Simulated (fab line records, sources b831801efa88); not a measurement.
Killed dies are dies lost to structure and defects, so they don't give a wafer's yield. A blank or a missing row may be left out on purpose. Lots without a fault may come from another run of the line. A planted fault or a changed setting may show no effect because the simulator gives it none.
A struck lot beside a sound one | flow sky130 | 18 steps out of a route of 708
Sound: wafers L618.2, L618.3, L618.4. Struck: wafers L609.1, L609.2, L609.3. The cause comes at the end.
At each step with rows: each side's tool, then ch and its chambers, then its first start. Under that, the readings that differ: sound wafers | struck wafers | difference of the means | sigmas: that difference in standard deviations of wafers without a fault.
alike: readings whose means differ by less than 2 such deviations, and words and numbers that are the same on both sides. not compared: withheld readings, readings that some wafer has no value for, bounds like >300 that may hide the same value, and numbers for which the record gives no deviation and whose values overlap.
The two part at a step that has a row with sigmas, a row that says differs or no value, or rows on one side only. Numbers that don't overlap but have no deviation are shown without sigmas and don't part them. A reading that every wafer of one side lacks parts them only if that side has two wafers or more.

SKY_SONOS_ONO_OVL_MEAS_14:
  sound on overlay-01, day 20 03:46; struck on overlay-02, day 16 21:07
  alike: SONOS_ONO_OVL
SKY_SONOS_ONO_ETCH_15: etches the open film in CHF3/O2, target depth 19.52 nm, time 7.8 s.
  sound on rie_diel-04 ch 1,2,3, day 20 03:47; struck on rie_diel-02 ch 0,2,3, day 16 21:09
  alike: drypump_motor_current_A, oes_product_au, throttle_valve_pct
  not compared: rf_hours_counter_h
then, 1 step without rows for these wafers: SKY_SONOS_ONO_WET_ETCH_16 (etches SiO2 in dHF, target depth 14 nm, time 280 s).
SKY_SONOS_ONO_STRIP_17: strips in O2/N2.
  sound on plasma_asher-02 ch 0,1, day 20 03:53; struck on plasma_asher-03 ch 0,1, day 16 21:16
  alike: drypump_motor_current_A, n2_flow_sccm, oes_product_au, strip_time_to_endpoint_s
  not compared: rf_hours_counter_h
then, 3 steps without rows for these wafers: SKY_SONOS_ONO_WET_ETCH_18 (etches Si3N4 in H3PO4, target depth 15 nm, time 172 s); SKY_GATE_OXIDE_CLEAN_00 (cleans in SC1/SC2, time 150 s); SKY_GATE_OXIDE_OXIDATION_01 (stabilise 600 s, purge 300 s, target thk 10.268 nm).
SKY_GATE_OXIDE_THK_MEAS_02:
  sound on film_metro-01, day 20 06:44; struck on film_metro-02, day 17 00:37
  alike: GATE_OXIDE_OXIDATION_00_THK
then, 4 steps without rows for these wafers: SKY_GATE_OXIDE_DEHYDRATE_03 (time 60 s); SKY_GATE_OXIDE_HMDS_04 (prime time 60 s); SKY_GATE_OXIDE_COAT_05 (resist thk 1140 nm); SKY_GATE_OXIDE_SOFTBAKE_06 (time 60 s).
SKY_GATE_OXIDE_EXPOSE_07: exposes mask LVOM, target cd 600 nm.
  sound on iline_stepper-01 ch 0, day 20 21:23; struck on iline_stepper-02 ch 0, day 17 15:30
  reading                            | sound                   | struck            | difference | sigmas
  model.GATE_OXIDE.overlay_x_nm (nm) | -0.4452 -0.4452 -0.4452 | 195.7 195.7 195.7 | +196.1     |
  alike: mask
then, 2 steps without rows for these wafers: SKY_GATE_OXIDE_PEB_08; SKY_GATE_OXIDE_DEVELOP_09 (develop time 60 s).
SKY_GATE_OXIDE_OVL_MEAS_10:
  sound on overlay-01, day 21 12:53; struck on overlay-01, day 18 05:47
  reading             | sound         | struck            | difference | sigmas
  GATE_OXIDE_OVL (nm) | -1.3 1.3 -0.3 | 198.7 198.6 197.2 | +198.3     | +99 or more
then, 1 step without rows for these wafers: SKY_GATE_OXIDE_IMPLANT_11.
-- the record jumps here: 31 days lie between the struck wafers' starts before and after (it left off in module GATE_OXIDE and takes up again in module PAD_OPEN, whose first step shown is number 708 of the route) --
SKY_PAD_OPEN_PROBE_99:
  the record has rows for the struck wafers here (prober-02, day 48 19:08) and none for the sound ones

WHERE THEY PART
First at SKY_GATE_OXIDE_OVL_MEAS_10; last, within this record, at SKY_PAD_OPEN_PROBE_99.

WHY: what the simulator had put in
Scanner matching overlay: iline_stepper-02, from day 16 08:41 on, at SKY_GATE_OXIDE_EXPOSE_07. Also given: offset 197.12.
